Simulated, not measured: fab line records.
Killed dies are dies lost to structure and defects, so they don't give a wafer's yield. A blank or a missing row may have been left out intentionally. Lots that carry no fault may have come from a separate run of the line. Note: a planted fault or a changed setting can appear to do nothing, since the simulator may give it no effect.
Chamber matching | flow gf180mcu | GF_M5_ETCH_09 on rie-diel-02: 4 sister chambers
The step etches Si3N4 in CF4/O2, target depth 52 nm, time 11.6 s. 18 wafers are shown with their chamber, then 9 later ones without.

== WAFERS WITH THEIR CHAMBER ==
wafer  | chamber | drypump-motor-current-A (A) | oes-product-au (a.u.) | throttle-valve-pct (%)
L375.2 | 0       | 5.8                         | 0.996                 | 5.977
L375.4 | 3       | 6.0                         | 0.974                 | 5.952
L375.6 | 0       | 5.8                         | 1.001                 | 5.956
L376.2 | 3       | 6.0                         | 0.965                 | 5.959
L376.3 | 0       | 5.9                         | 0.999                 | 5.966
L376.6 | 0       | 5.9                         | 0.992                 | 5.954
L377.1 | 2       | 4.8                         | 1.006                 | 5.988
L377.4 | 1       | 5.6                         | 0.999                 | 5.968
L377.5 | 2       | 4.9                         | 1.001                 | 5.973
L379.3 | 2       | 4.8                         | 0.988                 | 5.965
L379.4 | 3       | 5.9                         | 0.969                 | 5.959
L379.6 | 2       | 4.9                         | 0.995                 | 5.951
L383.1 | 1       | 5.6                         | 0.991                 | 5.974
L383.4 | 0       | 5.8                         | 1.005                 | 5.970
L383.6 | 2       | 4.8                         | 1.006                 | 5.989
L386.2 | 0       | 5.9                         | 1.011                 | 5.960
L386.4 | 1       | 5.6                         | 0.992                 | 5.971
L386.6 | 0       | 5.8                         | 1.012                 | 5.962

SIGNATURES (means of the wafers above)
reading                 | chamber 0 | chamber 1 | chamber 2 | chamber 3 | scatter within a chamber
drypump-motor-current-A | 5.843     | 5.600     | 4.840     | 5.967     | 0.0506
oes-product-au          | 1.00229   | 0.99400   | 0.99920   | 0.96933   | 0.00683
throttle-valve-pct      | 5.96357   | 5.97100   | 5.97320   | 5.95667   | 0.0103
Rule: distance of a wafer from a chamber = root of the sum over the readings of ((wafer's reading minus chamber's mean) / reading's scatter) squared. The wafer belongs to the nearest chamber; if the next one is less than 2 further off, it can't be placed. How the scatter is found: for the shown wafers, subtract from each reading the mean of its chamber, square and add these, divide the total by (wafers less chambers), then take the root.

== WAFERS WITHOUT THEIR CHAMBER ==
wafer  | drypump-motor-current-A (A) | oes-product-au (a.u.) | throttle-valve-pct (%)
L387.1 | 5.9                         | 0.987                 | 5.960
L387.2 | 4.8                         | 1.014                 | 5.986
L387.4 | 5.6                         | 0.989                 | 5.958
L388.3 | 5.8                         | 1.013                 | 5.981
L388.4 | 4.9                         | 1.000                 | 5.973
L388.6 | 5.9                         | 1.017                 | 5.985
L389.1 | 5.9                         | 1.006                 | 5.968
L389.3 | 5.9                         | 0.984                 | 5.963
L389.4 | 4.8                         | 1.004                 | 5.971

== WHICH CHAMBER EACH ONE RAN IN ==
wafer  | from the rows above     | in truth
L387.1 | can't be placed: 0 or 3 | 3
L387.2 | 2                       | 2
L387.4 | 1                       | 1
L388.3 | 0                       | 0
L388.4 | 2                       | 2
L388.6 | 0                       | 0
L389.1 | 0                       | 0
L389.3 | can't be placed: 3 or 0 | 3
L389.4 | 2                       | 2
7 of 9 placed correctly. Unplaceable from these rows: 2, with the true chamber sitting among the candidates in 2. 0 placed wrongly.
